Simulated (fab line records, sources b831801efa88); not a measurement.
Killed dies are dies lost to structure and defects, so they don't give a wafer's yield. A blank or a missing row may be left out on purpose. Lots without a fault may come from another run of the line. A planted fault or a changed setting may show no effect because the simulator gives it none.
fab line records | flow sky130 | part 2 of 2: steps 29 to 37 of 37
record lots=5 wafers=15 last_day=50
route steps=708 shown FIELD_ISO@16 NWELL@32 DNWELL@35 PWDE@45
lots that met no fault: from a run of the same line without faults
start_h: hours from the record's first day to the start of the lot's first wafer shown | wait_h: hours since the lot's step before | " the same as in the row above | L1.1+2: a row that stands for several wafers | - no value, or no start given | * or withheld: withheld | < > ~ a bound
route shown NAME@n: a module of which the file shows steps, and the number in the route of the first | usual: mean/standard deviation of fault-free wafers | same: alike in all rows | chamber/n: place in a boat | sites: the reading at each site | _std_site: their standard deviation | _edge_site: outer sites' mean less inner sites' | radius_mm: how far each site lies from the wafer's centre | mask NAME#n: copy n | behind: the tool/chamber that last shaped the wafer | hold: why the lot was held/for how many hours/how that ended | device: the transistor (n, p or np) that didn't switch | end of line: the same wafers' tests at the end of the route | a step without rows: its recipe alone | killed: dies lost to structure and defects at the first sort, not the wafer's yield | map: a wafer's dies, x killed, . not, _ none there
set.NAME: the setting as run; set.NAME@STEP: as run at that earlier step | model.NAME: the simulator's own value behind a step, which no gauge read
lots at some steps of the route; a table a step, a row a wafer
services: from which hour (start_h, from the record's first day; less than 0 if before it) a tool's chamber was out of use, for how many hours, and why
## steps
# step SKY_DNWELL_TW_MEAS_09
# usual DNWELL_TW=1108/6.1
# columns lot.wafer tool chamber start_h wait_h DNWELL_TW
L083.1 film_metro-01 - 105.44 0.1 1108
L083.2 " - " " 1104
L083.3 " - " " 1107
L085.2 film_metro-02 - 116.88 0.1 1108
L085.4 " - " " 1104
L085.5 " - " " 1104
L086.3 film_metro-03 - 117.71 0.1 1120
L086.5 " - " " 1117
L086.6 " - " " 1116
L087.4 film_metro-03 - 124.72 0.1 1109
L087.5 " - " " 1106
L087.6 " - " " 1109
L096.1 film_metro-03 - 171.39 0.1 1109
L096.4 " - " " 1111
L096.5 " - " " 1110
# step SKY_PWDE_DEHYDRATE_00
# recipe temp_c=200 time_s=60
# usual chill_plate_temp_C=23.00/0.099
# columns lot.wafer tool chamber start_h wait_h chill_plate_temp_C
L083.1 litho_track-02 0 113.74 8.3 23.00
L083.2 " 0 " " 22.93
L083.3 " 0 " " 22.90
L085.2 litho_track-01 0 125.60 8.7 23.15
L085.4 " 0 " " 23.16
L085.5 " 0 " " 23.10
L086.3 litho_track-03 0 126.64 8.9 23.08
L086.5 " 0 " " 22.88
L086.6 " 0 " " 23.23
L087.4 litho_track-02 0 133.66 8.9 22.93
L087.5 " 0 " " 23.01
L087.6 " 0 " " 23.02
L096.1 litho_track-03 0 180.29 8.9 23.10
L096.4 " 0 " " 23.13
L096.5 " 0 " " 23.13
# step SKY_PWDE_HMDS_01
# recipe prime_time_s=60 prime_temp_c=120
# usual chill_plate_temp_C=23.02/0.1 prime_temp_c=119.98/0.14
# columns lot.wafer tool chamber start_h wait_h chill_plate_temp_C prime_temp_c
L083.1 litho_track-02 0 113.89 0.1 23.13 120.11
L083.2 " 0 " " 23.10 119.91
L083.3 " 0 " " 22.96 120.03
L085.2 litho_track-01 0 125.75 0.1 23.12 120.00
L085.4 " 0 " " 23.08 119.78
L085.5 " 0 " " 22.89 120.00
L086.3 litho_track-03 0 126.79 0.1 22.86 120.08
L086.5 " 0 " " 22.92 120.20
L086.6 " 0 " " 22.99 120.21
L087.4 litho_track-02 0 133.81 0.1 22.96 119.69
L087.5 " 0 " " 23.10 119.63
L087.6 " 0 " " 22.94 119.61
L096.1 litho_track-03 0 180.44 0.1 23.11 120.03
L096.4 " 0 " " 23.01 119.94
L096.5 " 0 " " 23.05 120.06
# step SKY_PWDE_COAT_02
# recipe spin_rpm=2000 resist_thk_nm=3000
# usual chill_plate_temp_C=22.98/0.11 spin_speed_rpm=2000.1/1.5
# columns lot.wafer tool chamber start_h wait_h chill_plate_temp_C spin_speed_rpm
L083.1 litho_track-02 0 114.04 0.1 22.97 1995.4
L083.2 " 0 " " 22.98 2000.4
L083.3 " 0 " " 23.07 2002.2
L085.2 litho_track-01 0 125.90 0.1 22.88 1998.3
L085.4 " 0 " " 22.85 1999.9
L085.5 " 0 " " 22.74 1999.0
L086.3 litho_track-03 0 126.94 0.1 23.00 2001.1
L086.5 " 0 " " 22.79 1999.2
L086.6 " 0 " " 22.94 2000.3
L087.4 litho_track-02 0 133.96 0.1 22.82 1999.7
L087.5 " 0 " " 22.78 2001.5
L087.6 " 0 " " 22.91 1997.6
L096.1 litho_track-03 0 180.59 0.1 23.27 1999.9
L096.4 " 0 " " 23.09 2000.5
L096.5 " 0 " " 23.03 1998.0
# step SKY_PWDE_SOFTBAKE_03
# recipe temp_c=110 time_s=withheld
# usual chill_plate_temp_C=23.02/0.12
# columns lot.wafer tool chamber start_h wait_h chill_plate_temp_C
L083.1 litho_track-02 0 114.19 0.1 22.93
L083.2 " 0 " " 22.93
L083.3 " 0 " " 22.89
L085.2 litho_track-01 0 126.06 0.1 22.89
L085.4 " 0 " " 23.04
L085.5 " 0 " " 23.00
L086.3 litho_track-03 0 127.11 0.1 23.02
L086.5 " 0 " " 23.01
L086.6 " 0 " " 22.91
L087.4 litho_track-02 0 134.14 0.1 23.06
L087.5 " 0 " " 23.01
L087.6 " 0 " " 22.97
L096.1 litho_track-03 0 180.74 0.1 23.10
L096.4 " 0 " " 23.18
L096.5 " 0 " " 22.96
# step SKY_PWDE_EXPOSE_04
# recipe mask_id=PWDEM na=0.6 source_shape=conventional sigma_outer=0.6 polarization=unpolarized target_cd_nm=840 dose_mj=214
# usual exposure_dose_mJ_cm2=213.97/0.22 focus_offset_nm=-0.1/0.51
# columns lot.wafer tool chamber start_h wait_h mask exposure_dose_mJ_cm2 focus_offset_nm
L083.1 iline_stepper-02 0 - - PWDEM#0 213.95 0.2
L083.2 " 0 " " PWDEM#0 213.68 0.3
L083.3 " 0 " " PWDEM#0 213.79 0.5
L085.2 iline_stepper-02 0 - - PWDEM#0 213.77 -0.7
L085.4 " 0 " " PWDEM#0 214.08 -0.3
L085.5 " 0 " " PWDEM#0 213.92 -0.2
L086.3 iline_stepper-02 0 - - PWDEM#0 213.87 0.2
L086.5 " 0 " " PWDEM#0 213.93 -0.6
L086.6 " 0 " " PWDEM#0 214.30 -0.1
L087.4 iline_stepper-02 0 - - PWDEM#0 214.23 -0.2
L087.5 " 0 " " PWDEM#0 214.03 -1.0
L087.6 " 0 " " PWDEM#0 214.13 0.1
L096.1 iline_stepper-02 0 - - PWDEM#0 213.93 -0.2
L096.4 " 0 " " PWDEM#0 213.69 -0.4
L096.5 " 0 " " PWDEM#0 213.75 -0.4
# step SKY_PWDE_PEB_05
# recipe temp_c=115 time_s=withheld
# usual chill_plate_temp_C=23.00/0.11
# columns lot.wafer tool chamber start_h wait_h chill_plate_temp_C
L083.1 litho_track-03 0 - - 22.95
L083.2 " 0 " " 23.01
L083.3 " 0 " " 23.04
L085.2 litho_track-02 0 - - 22.94
L085.4 " 0 " " 23.02
L085.5 " 0 " " 23.16
L086.3 litho_track-02 0 - - 22.86
L086.5 " 0 " " 22.91
L086.6 " 0 " " 22.93
L087.4 litho_track-02 0 - - 22.93
L087.5 " 0 " " 23.06
L087.6 " 0 " " 22.98
L096.1 litho_track-01 0 - - 23.11
L096.4 " 0 " " 22.85
L096.5 " 0 " " 22.99
# step SKY_PWDE_DEVELOP_06
# recipe wall_angle_deg=90 developer=TMAH develop_time_s=60 dev_temp_c=23
# usual chill_plate_temp_C=23.00/0.098
# columns lot.wafer tool chamber start_h wait_h chill_plate_temp_C
L083.1 litho_track-03 0 - - 22.99
L083.2 " 0 " " 23.09
L083.3 " 0 " " 23.05
L085.2 litho_track-02 0 - - 22.91
L085.4 " 0 " " 22.88
L085.5 " 0 " " 23.02
L086.3 litho_track-02 0 - - 23.00
L086.5 " 0 " " 23.07
L086.6 " 0 " " 23.12
L087.4 litho_track-02 0 - - 22.84
L087.5 " 0 " " 22.97
L087.6 " 0 " " 22.99
L096.1 litho_track-01 0 - - 22.93
L096.4 " 0 " " 22.85
L096.5 " 0 " " 22.88
# step SKY_PWDE_OVL_MEAS_07
# usual PWDE_OVL=0.1/1.4
# columns lot.wafer tool chamber start_h wait_h PWDE_OVL[nm]
L083.1 overlay-01 - 123.39 - 1.6
L083.2 " - " " 0.9
L083.3 " - " " -0.1
L085.2 overlay-02 - 135.20 - -2.5
L085.4 " - " " -1.7
L085.5 " - " " -0.2
L086.3 overlay-02 - 135.90 - 1.3
L086.5 " - " " -0.5
L086.6 " - " " 0.5
L087.4 overlay-02 - 143.61 - 0.1
L087.5 " - " " 1.4
L087.6 " - " " -0.4
L096.1 overlay-02 - 191.17 - 0.6
L096.4 " - " " 1.1
L096.5 " - " " 0.4
## services
# columns tool chamber start_h hours kind
cmp-02 - 53.19 4.3 pm
cmp-01 - 64.00 4.0 pm
cmp-01 - 65.86 0.3 repair
hdpcvd-02 - 66.75 15.0 pm
furnace-02 - 77.20 10.5 pm
rie_si-01 1 83.66 3.7 repair
rie_si-01 2 91.79 8.4 repair
iline_stepper-02 - 97.66 1.7 pm
plasma_asher-04 - 108.75 9.0 pm
cmp-02 - 115.42 1.0 repair
cmp-01 - 135.50 1.3 repair
plasma_asher-01 - 139.17 2.2 repair
furnace-01 - 144.27 3.3 pm
cmp-02 - 145.20 11.5 repair
rie_si-01 0 149.20 7.1 repair
rie_si-02 2 151.92 7.6 repair
furnace-02 - 154.34 17.1 pm
iline_stepper-02 - 156.70 3.8 repair
cmp-01 - 163.93 7.5 pm
plasma_asher-04 - 166.90 2.8 pm
hdpcvd-01 - 171.49 6.0 pm
furnace-01 - 172.18 4.1 pm
rie_si-01 - 185.05 15.6 pm
cmp-01 - 186.51 0.2 repair
